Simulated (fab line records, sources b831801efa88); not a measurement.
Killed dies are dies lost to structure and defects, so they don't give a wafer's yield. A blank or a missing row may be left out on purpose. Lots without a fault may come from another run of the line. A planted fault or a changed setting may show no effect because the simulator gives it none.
One fault seen from 2 desks | flow sky130 | each desk has only its own numbers; what lay behind them comes last

THE METROLOGY DESK
What the gauges read, lot by lot, whatever tool the lot ran on: means of the sampled wafers that have a number. A lot is out of limits, marked OUT, if its mean lies more than 4 standard deviations from the usual mean; the brackets give that distance.
Columns: A = NWELL_00_OVL at SKY_NWELL_OVL_MEAS_10, usual -0.1 nm; B = cd_nm at SKY_LDD_P_CD_MEAS_07, usual 380.3 nm
lot  | first seen here | A    | B
L857 | day 4 14:40     | -1.2 | 380.6
L858 | day 4 21:50     | 0.3  | 381.9
L859 | day 5 05:23     | -1.3 | 382.7
L862 | day 5 18:52     | -0.5 | 381.4
L864 | day 6 10:25     | 2.2  | 378.3
L865 | day 6 12:10     | 0.7  | 379.7
L866 | day 6 19:49     | -1.8 | 379.9
L874 | day 8 16:22     | -1.9 | 380.6
L875 | day 9 01:46     | -1.1 | 381.5
L876 | day 9 04:28     | 0.5  | 378.4
L878 | day 9 16:43     | -0.1 | 378.9
L879 | day 10 02:56    | 0.2  | 379.2
L880 | day 10 12:08    | -1.7 | 381.4
This desk's finding: nothing out of limits on any of the 13 lots.

THE TOOL OWNER'S DESK: implanter-04
The tool's own readings at SKY_LDD_HVP_IMPLANT_08: means of the sampled wafers that have a number, for each lot that ran on this tool. A lot is out of limits, marked OUT, if its mean lies more than 4 standard deviations from the usual mean; the brackets give that distance.
Columns: A = dose_ions_cm2 at SKY_LDD_HVP_IMPLANT_08, usual 1.6994e+13
lot  | first seen here | A
L862 | day 23 21:21    | 1.6976e+13
L865 | day 24 17:21    | 1.7799e+13 (+42) OUT
L866 | day 25 07:34    | 1.7769e+13 (+41) OUT
L880 | day 30 06:12    | 1.6994e+13
This desk's finding: out of limits on L865, L866; first on L865, day 24 17:21 (dose_ions_cm2 at SKY_LDD_HVP_IMPLANT_08). In limits: L862, L880.

PUT TOGETHER
The tool owner's desk could have raised an alarm at day 24 17:21, on L865, L866.
The metrology desk saw nothing out of limits.
The metrology desk has L865, L866 on record, within its limits.
Of the lots named, all ran SKY_LDD_HVP_IMPLANT_08 on implanter-04.

WHAT THE SIMULATOR HAD PUT IN
Process parameter drift: implanter-04, from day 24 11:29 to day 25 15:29, at SKY_LDD_HVP_IMPLANT_08. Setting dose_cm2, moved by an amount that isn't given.
Lots struck among those shown: L865, L866.
Hours from the fault's start to each desk's first reading out of limits: the tool owner's desk, 6.
